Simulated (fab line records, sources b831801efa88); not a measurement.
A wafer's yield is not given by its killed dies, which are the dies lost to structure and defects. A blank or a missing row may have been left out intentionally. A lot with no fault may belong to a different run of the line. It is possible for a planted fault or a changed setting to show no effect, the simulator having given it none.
Problem report, 8D (eight disciplines) form, completed by code -- flow gf180mcu -- the parts of the form that need people (team, actions taken, sign-off) are left out

## 1. PROBLEM STATEMENT
Wafers free of any fault read 0.329 ohm/sq (standard deviation 0.0031) for V1_W_RS at GF_V1_RS_MEAS_24, against a mean of 0.171 ohm/sq on 3 wafers of 3 lots. Measured from the usual mean, that is -51 standard deviations.
The step: measures by four-point-probe.
Earliest sighting: wafer L812.2 on film_metro-03 at day 22 12:56. The record holds 32 wafers of 11 lots with a number at this step. The rule behind "out" and "out of limits": a value lying over 4 standard deviations away from the usual mean. Any other wafer with a number is counted as sound.

## 2. WHAT IT IS, WHAT IT ISN'T
question,is,is not
which readings at this step,V1_W_RS,-
which lots,"L812, L813, L814","L801, L802, L803, L806, L807, L808, L823, L824"
which wafers of those lots,"L812.2, L813.2, L814.4","L812.1, L812.5, L813.5, L814.1, L814.5"
read on which gauges,"film_metro-03, film_metro-04",film_metro-01
when,from day 22 12:56,"up to then (20 sound wafers); but 9 sound wafers of L813, L814, L823, L824 came after"

## 3. SUSPECTS, AND WHAT RULES EACH OUT
Counting: any tool at a process step up to the reading remains a suspect provided it ran every lot that is out. Sound lots after the first of them don't rule it out here, since some wafers of a struck lot are sound.
- the gauge at GF_V1_RS_MEAS_24 is ruled out. 2 gauges (film_metro-03, film_metro-04) read the wafers that are out.
- cvd_w-01 at GF_V1_CVD_23 (deposits W, target thk 350 nm, time 105.05 s): kept. Every lot that is out went through it, the first being L812 (day 22 12:50); the last sound lot it ran before that was L808 (day 20 14:28).
The count leaves cvd_w-01 at GF_V1_CVD_23.

## 4. THE CAUSE (what the simulator had put in)
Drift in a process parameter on cvd_w-01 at GF_V1_CVD_23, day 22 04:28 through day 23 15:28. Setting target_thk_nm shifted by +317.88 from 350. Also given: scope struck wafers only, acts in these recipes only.
This tool alone remained once counting was done.

## 5. THE CHAIN OF EFFECTS, in route order
One row per reading whose mean, taken over the struck wafers that have a number, lies over 3 standard deviations from the usual. Scope: only readings with a usual standard deviation given in the record; hours: median across lots of the time from each lot's start at the first step in this table that gives one to its start at this step; sigmas: change in usual standard deviations.
hours,step,reading,usual,on struck wafers,change,sigmas
0,GF_V1_RS_MEAS_24,V1_W_RS,0.329 ohm/sq,0.171,-0.158,-51
0,GF_V1_CMP_26,time_to_endpoint_s,85.1 s,161.6,+76.5,+27
Process steps it contains:
- GF_V1_CMP_26: polishes, stops on SiO2, t overpolish 15 s, target thk 0 nm.
Readings that are blank on the struck wafers while sound wafers have them: V1_W_THK at GF_V1_THK_MEAS_25.

## 6. HOW IT WOULD HAVE BEEN CAUGHT EARLIER
8 hours passed between the start of the fault at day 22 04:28 and the first reading out of limits at a measuring or inspecting step in this record, taken at day 22 12:56.
An alarm limit of 4 standard deviations would not have fired on the tool readings at GF_V1_CVD_23 for which the record gives a usual standard deviation, since none of them was out on any struck wafer.
Lots out: 3; of these, L813, L814 started GF_V1_CVD_23 on cvd_w-01 after day 22 12:56. A hold on the tool at that time would have spared those 2.
